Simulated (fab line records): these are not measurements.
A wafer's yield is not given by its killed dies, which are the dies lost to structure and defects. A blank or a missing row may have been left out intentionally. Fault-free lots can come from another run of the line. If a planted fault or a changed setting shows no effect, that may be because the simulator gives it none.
One fault seen from 2 desks -- flow sfq-line -- every desk sees just its own numbers, and what lay behind them comes last

THE TOOL OWNER'S DESK: krf-scanner-02
The tool's own readings at SFQ_TRILAYER_R5_LITHO_EXPOSE_137 (exposes mask R5, target cd 500 nm): means of the sampled wafers that have a number, for each lot that ran on this tool. If a lot's mean is further than 4 standard deviations from the usual mean, the lot is out of limits and carries the mark OUT (the distance appears in the brackets).
Columns: A = exposure-dose-mJ-cm2 at SFQ_TRILAYER_R5_LITHO_EXPOSE_137, usual 14.400
lot,first seen here,A
L646,day 62 06:25,14.397
L647,day 62 08:01,14.415
L648,day 62 16:01,14.402
L649,day 62 18:13,14.395
L650,day 62 19:37,14.402
L651,day 62 23:13,14.388
L652,day 63 04:25,14.411
L653,day 63 06:37,14.416
L654,day 63 10:13,14.403
L657,day 63 18:25,14.420
L659,day 65 01:37,15.024 (+42) OUT
L660,day 65 07:37,15.021 (+41) OUT
L661,day 65 10:01,15.006 (+40) OUT
L662,day 65 19:51,15.022 (+41) OUT
This desk's finding: out of limits on L659, L660, L661, L662; first on L659, day 65 01:37 (exposure-dose-mJ-cm2 at SFQ_TRILAYER_R5_LITHO_EXPOSE_137). L646, L647, L648, L649, L650, L651, L652, L653, L654, L657: within limits.

FROM THE METROLOGY DESK
What the gauges read, lot by lot, whatever tool the lot ran on: means of the sampled wafers that have a number. If a lot's mean is further than 4 standard deviations from the usual mean, the lot is out of limits and carries the mark OUT (the distance appears in the brackets).
Columns: A = M6_OVL at SFQ_M6_OVL_MEAS_940, usual -1 nm
lot,first seen here,A
L646,day 77 09:41,-6
L647,day 77 12:06,-2
L648,day 77 14:29,0
L649,day 77 15:41,7
L650,day 77 18:05,-3
L651,day 77 21:41,-4
L652,day 77 22:54,6
L653,day 78 02:30,2
L654,day 78 04:54,-4
L657,day 78 09:41,-2
L659,day 78 21:22,7
L660,day 79 03:22,-3
L661,day 79 06:58,-9
L662,day 79 17:46,-8
This desk found nothing out of limits on any of the 14 lots.

PUT TOGETHER
The tool owner's desk could have raised an alarm at day 65 01:37, on L659, L660, L661, L662.
At the metrology desk, nothing out of limits was observed.
The metrology desk has L659, L660, L661, L662 on record, within its limits.
Of the lots named, all ran SFQ_TRILAYER_R5_LITHO_EXPOSE_137 on krf-scanner-02.

WHAT WAS PUT IN BY THE SIMULATOR
Process parameters drifting: krf-scanner-02 at SFQ_TRILAYER_R5_LITHO_EXPOSE_137, beginning at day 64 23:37. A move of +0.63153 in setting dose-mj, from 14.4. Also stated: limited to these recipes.
Lots struck among those shown: L659, L660, L661, L662.
Time in hours from fault onset to the first out-of-limits reading at each desk: the tool owner's desk, 2.
